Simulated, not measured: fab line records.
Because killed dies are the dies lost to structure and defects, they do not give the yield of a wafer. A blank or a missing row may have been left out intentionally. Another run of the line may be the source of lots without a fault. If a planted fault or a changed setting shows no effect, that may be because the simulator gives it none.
fab line records + flow gf180mcu + part 2 of 2: steps 26 to 35 of 35
[record]
- lots = 5
- wafers = 15
- lastDay = 34
route steps=602 shown NWELL@51 LVPWELL@54 MVSD@66 MVPSD@78
lots that met no fault: taken from a fault-free run of the same line
startH: the number of hours between the record's first day and the start of the first shown wafer of the lot + waitH: hours since the lot's step before + " repeats the value in the row above + L1.1+2: one row covering several wafers at once + - no value, or no start given + * or withheld: withheld + < > ~ a bound
route shown NAME@n: names a module that has steps shown in the file, with the first one's number in the route + usual: mean/standard deviation of fault-free wafers + same: alike in all rows + chamber/n: place in a boat + sites: per-site readings + _std_site: the values' standard deviation + _edge_site: the outer-site mean with the inner-site mean subtracted + radiusMm: for every site, how far away it sits from the centre of the wafer + mask NAME#n: copy n + behind: tool/chamber where the wafer was last shaped + hold: cause of the lot's hold/its duration in hours/its outcome + device: transistor that didn't switch, given as n, p or np + end of line: the tests these same wafers got at the end of their route + where a step has no rows: the recipe by itself + killed: dies that structure and defects cost at the first sort, which is not the same as the wafer's yield + map: shows each die of a wafer: x if killed, . if not, _ if none is there
set.NAME: setting as actually run; set.NAME@STEP: the setting as run at that earlier step + model.NAME: the simulator's own value behind a step, which no gauge read
certain route steps with their lots: each step a table, each wafer a row
services: the hour from which a tool's chamber was out of use, counted from the record's first day as startH (under 0 if before that day), plus the number of hours and why
[[steps]]
[step GF_MVSD_STRIP_10]
[recipe]
- chemistry = O2/N2
- powerW = 1400
- pressureMtorr = 1500
- platenTempC = 250
- o2FlowSccm = 3000
- n2FlowSccm = 300
- overashFraction = 0.5
[usual]
- chamberPressureMTorr = 1500.0/1.3
- drypumpMotorCurrentA = 5.3/0.57
- heaterPowerW = 345/38
- oesProductAu = 0.723/0.0044
- stripTimeToEndpointS = 36.98/0.099
| lot.wafer | tool           | chamber | startH | waitH | chamberPressureMTorr | drypumpMotorCurrentA | heaterPowerW | oesProductAu | rfHoursCounterH | stripTimeToEndpointS |
|-----------|----------------|---------|--------|-------|----------------------|----------------------|--------------|--------------|-----------------|----------------------|
| L078.1    | plasmaAsher-02 | 1       | 105.13 | 0.1   | 1500.1               | 6.4                  | 331          | 0.725        | 46              | 37.02                |
| L078.5    | "              | 1       | "      | "     | 1498.1               | 6.4                  | 329          | 0.719        | -               | 37.00                |
| L078.6    | "              | 0       | "      | "     | 1499.7               | 6.2                  | 319          | 0.725        | -               | 36.99                |
| L080.1    | plasmaAsher-03 | 1       | 118.16 | 0.1   | 1500.0               | 4.8                  | 365          | 0.725        | 31              | 36.89                |
| L080.4    | "              | 1       | "      | "     | 1499.3               | 4.8                  | 367          | 0.718        | -               | 36.88                |
| L080.5    | "              | 0       | "      | "     | 1500.5               | 4.8                  | 396          | 0.719        | -               | 36.98                |
| L085.1    | plasmaAsher-02 | 1       | 149.36 | 0.1   | 1503.3               | 6.4                  | 361          | 0.717        | 3               | 36.87                |
| L085.2    | "              | 0       | "      | "     | 1501.1               | 6.3                  | 299          | 0.721        | 3               | 36.98                |
| L085.6    | "              | 1       | "      | "     | 1501.6               | 6.4                  | 360          | 0.718        | -               | 36.80                |
| L093.1    | plasmaAsher-02 | 1       | 192.49 | 0.1   | 1500.1               | 6.4                  | 352          | 0.724        | 8               | 36.99                |
| L093.2    | "              | 0       | "      | "     | 1500.8               | 6.2                  | 306          | 0.720        | 8               | 36.95                |
| L093.3    | "              | 0       | "      | "     | 1499.7               | 6.3                  | 308          | 0.726        | -               | 36.87                |
| L095.4    | plasmaAsher-03 | 1       | 203.67 | 0.1   | 1500.7               | 4.8                  | 368          | 0.723        | -               | 36.98                |
| L095.5    | "              | 1       | "      | "     | 1497.9               | 4.8                  | 369          | 0.716        | -               | 37.05                |
| L095.6    | "              | 0       | "      | "     | 1499.3               | 4.8                  | 400          | 0.723        | -               | 36.93                |
[step GF_MVSD_TW_MEAS_11]
[usual]
- MVSD_TW = 1581/7
| lot.wafer | tool         | chamber | startH | waitH | MVSD_TW |
|-----------|--------------|---------|--------|-------|---------|
| L078.1    | filmMetro-04 | -       | 105.23 | 0.1   | 1590    |
| L078.5    | "            | -       | "      | "     | 1584    |
| L078.6    | "            | -       | "      | "     | 1590    |
| L080.1    | filmMetro-04 | -       | 118.26 | 0.1   | 1585    |
| L080.4    | "            | -       | "      | "     | 1591    |
| L080.5    | "            | -       | "      | "     | 1587    |
| L085.1    | filmMetro-02 | -       | 149.46 | 0.1   | 1572    |
| L085.2    | "            | -       | "      | "     | 1573    |
| L085.6    | "            | -       | "      | "     | 1567    |
| L093.1    | filmMetro-01 | -       | 192.59 | 0.1   | 1578    |
| L093.2    | "            | -       | "      | "     | 1576    |
| L093.3    | "            | -       | "      | "     | 1580    |
| L095.4    | filmMetro-04 | -       | 203.77 | 0.1   | 1578    |
| L095.5    | "            | -       | "      | "     | 1575    |
| L095.6    | "            | -       | "      | "     | 1572    |
[step GF_MVPSD_DEHYDRATE_00]
[recipe]
- tempC = 200
- timeS = 60
[usual]
- heaterPowerTotalW = 160.36/0.12
- resistLineTempC = 23.02/0.12
[same]
- timeS = 60
| lot.wafer | tool          | chamber | startH | waitH | heaterPowerTotalW | resistLineTempC |
|-----------|---------------|---------|--------|-------|-------------------|-----------------|
| L078.1    | lithoTrack-02 | 0       | 111.71 | 6.5   | 160.42            | 22.97           |
| L078.5    | "             | 0       | "      | "     | 160.40            | 23.14           |
| L078.6    | "             | 0       | "      | "     | 160.40            | 23.08           |
| L080.1    | lithoTrack-01 | 0       | 124.91 | 6.6   | 160.43            | 23.09           |
| L080.4    | "             | 0       | "      | "     | 160.40            | 23.06           |
| L080.5    | "             | 0       | "      | "     | 160.53            | 22.98           |
| L085.1    | lithoTrack-02 | 0       | 156.46 | 7.0   | 160.22            | 23.03           |
| L085.2    | "             | 0       | "      | "     | 160.30            | 22.80           |
| L085.6    | "             | 0       | "      | "     | 160.38            | 23.14           |
| L093.1    | lithoTrack-02 | 0       | 200.91 | 8.3   | 160.38            | 23.07           |
| L093.2    | "             | 0       | "      | "     | 160.27            | 23.14           |
| L093.3    | "             | 0       | "      | "     | 160.40            | 22.99           |
| L095.4    | lithoTrack-02 | 0       | 211.84 | 8.1   | 160.33            | 23.33           |
| L095.5    | "             | 0       | "      | "     | 160.34            | 23.40           |
| L095.6    | "             | 0       | "      | "     | 160.36            | 23.07           |
[step GF_MVPSD_HMDS_01]
[recipe]
- primeTimeS = 60
- primeTempC = 120
[usual]
- resistLineTempC = 23.00/0.11
| lot.wafer | tool          | chamber | startH | waitH | resistLineTempC |
|-----------|---------------|---------|--------|-------|-----------------|
| L078.1    | lithoTrack-02 | 0       | 111.86 | 0.1   | 23.10           |
| L078.5    | "             | 0       | "      | "     | 23.04           |
| L078.6    | "             | 0       | "      | "     | 23.03           |
| L080.1    | lithoTrack-01 | 0       | 125.06 | 0.1   | 23.09           |
| L080.4    | "             | 0       | "      | "     | 23.09           |
| L080.5    | "             | 0       | "      | "     | 22.89           |
| L085.1    | lithoTrack-02 | 0       | 156.61 | 0.1   | 23.05           |
| L085.2    | "             | 0       | "      | "     | 23.06           |
| L085.6    | "             | 0       | "      | "     | 23.05           |
| L093.1    | lithoTrack-02 | 0       | 201.06 | 0.1   | 22.75           |
| L093.2    | "             | 0       | "      | "     | 22.74           |
| L093.3    | "             | 0       | "      | "     | 22.77           |
| L095.4    | lithoTrack-02 | 0       | 211.99 | 0.1   | 23.12           |
| L095.5    | "             | 0       | "      | "     | 23.04           |
| L095.6    | "             | 0       | "      | "     | 22.86           |
[step GF_MVPSD_COAT_02]
[recipe]
- spinRpm = 2000
- resistThkNm = 3000
[usual]
- resistLineTempC = 23.02/0.087
- spinSpeedRpm = 1999.8/1.3
| lot.wafer | tool          | chamber | startH | waitH | resistLineTempC | spinSpeedRpm |
|-----------|---------------|---------|--------|-------|-----------------|--------------|
| L078.1    | lithoTrack-02 | 0       | 112.01 | 0.1   | 23.00           | 1997.8       |
| L078.5    | "             | 0       | "      | "     | 23.23           | 2000.4       |
| L078.6    | "             | 0       | "      | "     | 22.98           | 1998.8       |
| L080.1    | lithoTrack-01 | 0       | 125.21 | 0.1   | 23.09           | 2000.9       |
| L080.4    | "             | 0       | "      | "     | 23.08           | 2000.2       |
| L080.5    | "             | 0       | "      | "     | 23.03           | 2000.6       |
| L085.1    | lithoTrack-02 | 0       | 156.76 | 0.1   | 23.00           | 1999.6       |
| L085.2    | "             | 0       | "      | "     | 23.15           | 1999.9       |
| L085.6    | "             | 0       | "      | "     | 23.09           | 1998.7       |
| L093.1    | lithoTrack-02 | 0       | 201.21 | 0.1   | 23.08           | 1998.2       |
| L093.2    | "             | 0       | "      | "     | 22.96           | 1999.9       |
| L093.3    | "             | 0       | "      | "     | 23.01           | 1998.5       |
| L095.4    | lithoTrack-02 | 0       | 212.14 | 0.1   | 22.99           | 2001.3       |
| L095.5    | "             | 0       | "      | "     | 23.13           | 1998.9       |
| L095.6    | "             | 0       | "      | "     | 22.98           | 1999.3       |
[step GF_MVPSD_SOFTBAKE_03]
[recipe]
- tempC = 110
- timeS = withheld
[usual]
- heaterPowerTotalW = 65.31/0.14
- resistLineTempC = 23.01/0.1
| lot.wafer | tool          | chamber | startH | waitH | heaterPowerTotalW | resistLineTempC |
|-----------|---------------|---------|--------|-------|-------------------|-----------------|
| L078.1    | lithoTrack-02 | 0       | 112.16 | 0.1   | 65.29             | 22.91           |
| L078.5    | "             | 0       | "      | "     | 65.48             | 22.96           |
| L078.6    | "             | 0       | "      | "     | 65.14             | 22.92           |
| L080.1    | lithoTrack-01 | 0       | 125.36 | 0.1   | 65.35             | 22.99           |
| L080.4    | "             | 0       | "      | "     | 65.19             | 23.12           |
| L080.5    | "             | 0       | "      | "     | 65.19             | 23.07           |
| L085.1    | lithoTrack-02 | 0       | 156.91 | 0.1   | 65.14             | 23.04           |
| L085.2    | "             | 0       | "      | "     | 65.36             | 22.90           |
| L085.6    | "             | 0       | "      | "     | 65.31             | 23.03           |
| L093.1    | lithoTrack-02 | 0       | 201.36 | 0.1   | 65.17             | 22.95           |
| L093.2    | "             | 0       | "      | "     | 65.40             | 23.11           |
| L093.3    | "             | 0       | "      | "     | 65.10             | 23.03           |
| L095.4    | lithoTrack-02 | 0       | 212.31 | 0.1   | 65.45             | 23.17           |
| L095.5    | "             | 0       | "      | "     | 65.13             | 22.95           |
| L095.6    | "             | 0       | "      | "     | 65.15             | 23.05           |
[step GF_MVPSD_EXPOSE_04]
[recipe]
- maskId = MVPSD
- targetCdNm = 1000
- na = 0.6
- sourceShape = conventional
- sigmaOuter = 0.6
- doseMj = 260
[same]
- sigmaOuter = 0.6
| lot.wafer  | tool            | chamber | startH | waitH | mask    |
|------------|-----------------|---------|--------|-------|---------|
| L078.1+5+6 | ilineStepper-02 | 0       | -      | -     | MVPSD#0 |
| L080.1+4+5 | ilineStepper-02 | 0       | -      | -     | MVPSD#0 |
| L085.1+2+6 | ilineStepper-01 | 0       | -      | -     | MVPSD#0 |
| L093.1+2+3 | ilineStepper-02 | 0       | -      | -     | MVPSD#0 |
| L095.4+5+6 | ilineStepper-02 | 0       | -      | -     | MVPSD#0 |
[step GF_MVPSD_PEB_05]
[recipe]
- tempC = 115
- timeS = withheld
[usual]
- heaterPowerTotalW = 69.34/0.14
- resistLineTempC = 23.01/0.11
| lot.wafer | tool          | chamber | startH | waitH | heaterPowerTotalW | resistLineTempC |
|-----------|---------------|---------|--------|-------|-------------------|-----------------|
| L078.1    | lithoTrack-01 | 0       | -      | -     | 69.33             | 23.00           |
| L078.5    | "             | 0       | "      | "     | 69.33             | 23.21           |
| L078.6    | "             | 0       | "      | "     | 69.23             | 23.17           |
| L080.1    | lithoTrack-03 | 0       | -      | -     | 69.21             | 23.18           |
| L080.4    | "             | 0       | "      | "     | 69.29             | 23.14           |
| L080.5    | "             | 0       | "      | "     | 69.34             | 23.05           |
| L085.1    | lithoTrack-01 | 0       | -      | -     | 69.40             | 22.84           |
| L085.2    | "             | 0       | "      | "     | 69.17             | 22.89           |
| L085.6    | "             | 0       | "      | "     | 69.17             | 22.99           |
| L093.1    | lithoTrack-01 | 0       | -      | -     | 69.22             | 23.01           |
| L093.2    | "             | 0       | "      | "     | 69.28             | 23.00           |
| L093.3    | "             | 0       | "      | "     | 69.19             | 22.84           |
| L095.4    | lithoTrack-01 | 0       | -      | -     | 69.39             | 23.06           |
| L095.5    | "             | 0       | "      | "     | 69.42             | 23.15           |
| L095.6    | "             | 0       | "      | "     | 69.20             | 23.05           |
[step GF_MVPSD_DEVELOP_06]
[recipe]
- wallAngleDeg = 90
- developTimeS = 60
- devTempC = 23
[usual]
- resistLineTempC = 23.01/0.12
| lot.wafer | tool          | chamber | startH | waitH | resistLineTempC |
|-----------|---------------|---------|--------|-------|-----------------|
| L078.1    | lithoTrack-01 | 0       | -      | -     | 23.08           |
| L078.5    | "             | 0       | "      | "     | 22.96           |
| L078.6    | "             | 0       | "      | "     | 23.06           |
| L080.1    | lithoTrack-03 | 0       | -      | -     | 22.89           |
| L080.4    | "             | 0       | "      | "     | 22.87           |
| L080.5    | "             | 0       | "      | "     | 23.05           |
| L085.1    | lithoTrack-01 | 0       | -      | -     | 23.08           |
| L085.2    | "             | 0       | "      | "     | 23.28           |
| L085.6    | "             | 0       | "      | "     | 23.25           |
| L093.1    | lithoTrack-01 | 0       | -      | -     | 23.02           |
| L093.2    | "             | 0       | "      | "     | 22.95           |
| L093.3    | "             | 0       | "      | "     | 22.95           |
| L095.4    | lithoTrack-01 | 0       | -      | -     | 22.91           |
| L095.5    | "             | 0       | "      | "     | 23.13           |
| L095.6    | "             | 0       | "      | "     | 23.05           |
[step GF_MVPSD_OVL_MEAS_07]
[usual]
- MVPSD_OVL = -0.1/1.6
| lot.wafer | tool       | chamber | startH | waitH | MVPSD_OVL[nm] |
|-----------|------------|---------|--------|-------|---------------|
| L078.1    | overlay-02 | -       | 119.68 | -     | 0.0           |
| L078.5    | "          | -       | "      | "     | -0.9          |
| L078.6    | "          | -       | "      | "     | -0.8          |
| L080.1    | overlay-01 | -       | 133.59 | -     | -1.1          |
| L080.4    | "          | -       | "      | "     | 0.6           |
| L080.5    | "          | -       | "      | "     | -1.4          |
| L085.1    | overlay-01 | -       | 165.11 | -     | -2.4          |
| L085.2    | "          | -       | "      | "     | -1.8          |
| L085.6    | "          | -       | "      | "     | -0.6          |
| L093.1    | overlay-02 | -       | 210.01 | -     | 2.0           |
| L093.2    | "          | -       | "      | "     | 2.2           |
| L093.3    | "          | -       | "      | "     | 1.9           |
| L095.4    | overlay-01 | -       | 221.22 | -     | 0.5           |
| L095.5    | "          | -       | "      | "     | 3.2           |
| L095.6    | "          | -       | "      | "     | 0.1           |
[[services]]
| tool            | chamber | startH | hours | kind                   |
|-----------------|---------|--------|-------|------------------------|
| ilineStepper-02 | -       | 66.85  | 2.1   | pm                     |
| ilineStepper-02 | -       | 68.94  | -     | consumableReplace:lamp |
| implanter-04    | -       | 70.27  | 3.7   | pm                     |
| implanter-02    | -       | 75.06  | 26.9  | pm                     |
| ilineStepper-02 | 0       | 77.52  | -     | calibration            |
| plasmaAsher-02  | -       | 108.75 | 9.0   | pm                     |
| plasmaAsher-02  | 0       | 108.75 | 9.0   | ventCycle              |
| plasmaAsher-02  | 1       | 108.75 | 9.0   | ventCycle              |
| implanter-02    | -       | 111.31 | 5.1   | pm                     |
| ilineStepper-01 | -       | 129.64 | 1.0   | repair                 |
| implanter-04    | -       | 132.80 | 15.8  | pm                     |
| implanter-02    | -       | 133.98 | 4.5   | repair                 |
| plasmaAsher-04  | -       | 147.11 | 3.5   | repair                 |
| implanter-02    | -       | 148.98 | 0.7   | repair                 |
| ilineStepper-01 | -       | 169.63 | 3.0   | repair                 |
| plasmaAsher-04  | -       | 175.44 | 0.9   | repair                 |
| implanter-01    | -       | 175.84 | 2.0   | pm                     |
| plasmaAsher-01  | -       | 192.29 | 3.9   | repair                 |
| ilineStepper-02 | -       | 194.32 | 1.7   | pm                     |
| plasmaAsher-01  | -       | 200.57 | 8.3   | repair                 |
| ilineStepper-01 | -       | 206.54 | 1.7   | pm                     |
| plasmaAsher-02  | -       | 208.30 | 3.6   | repair                 |
| ilineStepper-01 | 0       | 212.56 | -     | calibration            |
| implanter-01    | -       | 215.46 | 3.5   | repair                 |
